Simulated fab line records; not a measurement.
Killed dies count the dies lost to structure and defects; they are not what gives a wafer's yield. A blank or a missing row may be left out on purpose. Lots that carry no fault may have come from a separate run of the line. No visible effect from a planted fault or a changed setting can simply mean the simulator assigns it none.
Which tool did it?	flow sky130	33 wafers from 11 lots sampled at 6 of the route's 708 steps

WHAT THE GAUGES READ, wafer by wafer
SKY_LOCAL_INTERCONNECT_OVL_MEAS_12.
lot	measured	on	LOCAL_INTERCONNECT_OVL (nm)
L514	day 30 10:17	overlay-02	3 -2 1
L515	day 30 19:59	overlay-02	-7 -6 -3
L516	day 31 13:55	overlay-02	-2 1 0
L519	day 32 08:10	overlay-02	-4 -5 3
L520	day 32 12:40	overlay-02	6 3 5
L525	day 33 21:34	overlay-01	9 7 5
L526	day 34 19:16	overlay-01	5 13 7
L530	day 35 21:37	overlay-02	7 4 4
L535	day 37 17:37	overlay-02	10 13 9
L536	day 38 00:46	overlay-01	5 3 3
L537	day 38 08:52	overlay-01	10 11 14

SKY_CONTACT_RS_MEAS_25: measures by four-point-probe.
lot	measured	on	CONTACT_W_RS (ohm/sq)
L514	day 31 16:24	film-metro-03	0.334 0.332 0.337
L515	day 32 01:28	film-metro-04	0.342 0.338 0.338
L516	day 32 19:52	film-metro-01	0.345 0.349 0.347
L519	day 33 14:38	film-metro-01	0.350 0.342 0.342
L520	day 33 17:49	film-metro-03	0.340 0.345 0.343
L525	day 35 02:50	film-metro-03	0.378 0.378 0.375
L526	day 35 23:20	film-metro-01	0.341 0.373 0.373
L530	day 37 02:29	film-metro-01	0.337 0.331 0.329
L535	day 38 21:25	film-metro-03	0.334 0.337 0.339
L536	day 39 05:12	film-metro-03	0.339 0.339 0.338
L537	day 39 13:13	film-metro-04	0.337 0.331 0.335

SKY_CONTACT_THK_MEAS_26: measures by xrf.
lot	measured	on	CONTACT_W_THK (nm)
L514	day 31 16:29	film-metro-03	334 338 331
L515	day 32 01:34	film-metro-04	325 328 327
L516	day 32 19:59	film-metro-01	323 321 323
L519	day 33 14:45	film-metro-01	321 327 329
L520	day 33 17:56	film-metro-03	333 332 332
L525	day 35 02:57	film-metro-03	300 302 304
L526	day 35 23:26	film-metro-01	328 301 298
L530	day 37 02:35	film-metro-01	329 334 333
L535	day 38 21:32	film-metro-03	341 337 333
L536	day 39 05:19	film-metro-03	333 336 338
L537	day 39 13:20	film-metro-04	331 335 331

EACH LOT AND THE TOOL THAT RAN IT (in order: tool; ch and the chambers of the sampled wafers; start)
lot	SKY_LOCAL_INTERCONNECT_METAL_ETCH_14	SKY_CONTACT_CMP_04	SKY_CONTACT_CVD_24
L514	rie-metal-03 ch 0,1, day 30 10:23	cmp-02 ch 0,1,3, day 30 11:25	cvd-w-02 ch 0,1, day 31 16:16
L515	rie-metal-02 ch 1, day 30 20:11	cmp-01 ch 2,3, day 30 21:06	cvd-w-02 ch 0,1, day 32 01:20
L516	rie-metal-02 ch 0,1, day 31 14:01	cmp-01 ch 0,3, day 31 14:53	cvd-w-01 ch 1, day 32 19:46
L519	rie-metal-03 ch 0,1, day 32 08:16	cmp-01 ch 0,2,3, day 32 09:17	cvd-w-01 ch 0,1, day 33 14:31
L520	rie-metal-02 ch 0,1, day 32 12:46	cmp-02 ch 1,2, day 32 13:40	cvd-w-01 ch 0,1, day 33 17:42
L525	rie-metal-03 ch 0,1, day 33 21:40	cmp-01 ch 1,2, day 33 22:35	cvd-w-01 ch 1, day 35 02:43
L526	rie-metal-01 ch 0,1, day 34 19:22	cmp-01 ch 0,1,2, day 34 20:19	cvd-w-01 ch 0,1, day 35 23:14
L530	rie-metal-03 ch 0,1, day 35 21:44	cmp-01 ch 0,1,2, day 35 22:37	cvd-w-02 ch 0,1, day 37 02:22
L535	rie-metal-03 ch 1, day 37 17:43	cmp-02 ch 1,2, day 37 18:35	cvd-w-02 ch 0,1, day 38 21:18
L536	rie-metal-02 ch 0,1, day 38 00:51	cmp-01 ch 0,2, day 38 01:47	cvd-w-02 ch 1, day 39 05:04
L537	rie-metal-03 ch 0, day 38 09:01	cmp-02 ch 1,2,3, day 38 10:02	cvd-w-02 ch 0,1, day 39 13:06
- SKY_LOCAL_INTERCONNECT_METAL_ETCH_14: etches TiN in Cl2/BCl3, stops on PSG, target depth 110 nm, time 31.4 s.
- SKY_CONTACT_CMP_04: polishes SiO2.
- SKY_CONTACT_CVD_24: deposits W, target thk 340 nm, time 102.12 s.

WHAT THE TOOLS THEMSELVES READ (means of the sampled wafers that have a number; where no wafer has one, the mark that the record gives instead)
SKY_LOCAL_INTERCONNECT_METAL_ETCH_14.
lot	tool	drypump-motor-current-A (A)	oes-product-au (a.u.)	throttle-valve-pct (%)
L514	rie-metal-03	5.76	0.944	21.905
L515	rie-metal-02	5.53	0.950	21.890
L516	rie-metal-02	5.48	0.940	21.901
L519	rie-metal-03	5.76	0.946	21.902
L520	rie-metal-02	5.47	0.939	21.907
L525	rie-metal-03	5.76	0.943	21.897
L526	rie-metal-01	5.42	0.939	21.906
L530	rie-metal-03	5.73	0.936	21.907
L535	rie-metal-03	5.82	0.947	21.889
L536	rie-metal-02	5.48	0.943	21.890
L537	rie-metal-03	5.64	0.945	21.898

SKY_CONTACT_CMP_04.
lot	tool	edge-zone-pressure-frac	motor-current-A (A)	time-to-endpoint-s (s)
L514	cmp-02	1.004	11.3	77
L515	cmp-01	0.998	12.0	84
L516	cmp-01	0.999	11.2	87
L519	cmp-01	1.000	11.8	84
L520	cmp-02	1.005	12.2	78
L525	cmp-01	1.005	11.3	93
L526	cmp-01	0.997	10.8	92
L530	cmp-01	1.002	11.4	85
L535	cmp-02	0.995	12.6	83
L536	cmp-01	1.000	10.7	81
L537	cmp-02	1.000	12.4	78

SKY_CONTACT_CVD_24.
lot	tool	chamber-pressure-Torr (Torr)	heater-power-w (W)
L514	cvd-w-02	39.95	799
L515	cvd-w-02	40.04	788
L516	cvd-w-01	39.93	879
L519	cvd-w-01	39.98	823
L520	cvd-w-01	39.86	830
L525	cvd-w-01	33.05	868
L526	cvd-w-01	35.49	839
L530	cvd-w-02	40.09	794
L535	cvd-w-02	40.01	795
L536	cvd-w-02	39.93	791
L537	cvd-w-02	40.05	791

THE ANSWER, worked out from the rows above alone
Rule: the usual values come from the lots themselves. Put in order of their means at a reading, lots are off if they are a third of the lots or fewer, leave a main group of 4 or more, and stand apart from it by a gap of 3 or more times the standard deviation of the main group's means; of several such gaps the widest counts. A main group is skipped when, at the precision printed for the reading in the tables above, its means are all equal. Also off: a lot with no number at a reading for which 4 or more lots have one. All remaining lots with rows at the step are treated as sound. After the gauges, taken in route order, come the tools' own readings; for these a lot's mean is taken, as printed above. The first step at which some lot is off is used, and at that step the reading that is off furthest; a lot without a number counts as furthest.
Off: at SKY_CONTACT_RS_MEAS_25 (CONTACT_W_RS), L525, L526. For the main group the mean is 0.339 ohm/sq and the standard deviation 0.0048.
A tool fits if, at a process step before that reading, it ran every lot that is off, and no sound lot after the first of them. The gauges at SKY_CONTACT_RS_MEAS_25 aren't tried: what is off there is off at SKY_CONTACT_CVD_24 too, on other tools, and a gauge's error can't cause that. One fits: SKY_CONTACT_CVD_24 on cvd-w-01. Its last sound lot is L520 (day 33 17:42), its first lot that is off L525 (day 35 02:43): a fault that began between those two fits.
The tool's own readings at SKY_CONTACT_CVD_24 bear it out: on the lots that are off they differ by more than 5 times the standard deviation of the sound lots' means. chamber-pressure-Torr reads 34.27 Torr there against 39.98 Torr on the sound lots.

WHAT THE SIMULATOR HAD INSERTED
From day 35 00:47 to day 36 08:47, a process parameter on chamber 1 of cvd-w-01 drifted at SKY_CONTACT_CVD_24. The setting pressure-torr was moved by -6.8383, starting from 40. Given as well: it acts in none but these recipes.
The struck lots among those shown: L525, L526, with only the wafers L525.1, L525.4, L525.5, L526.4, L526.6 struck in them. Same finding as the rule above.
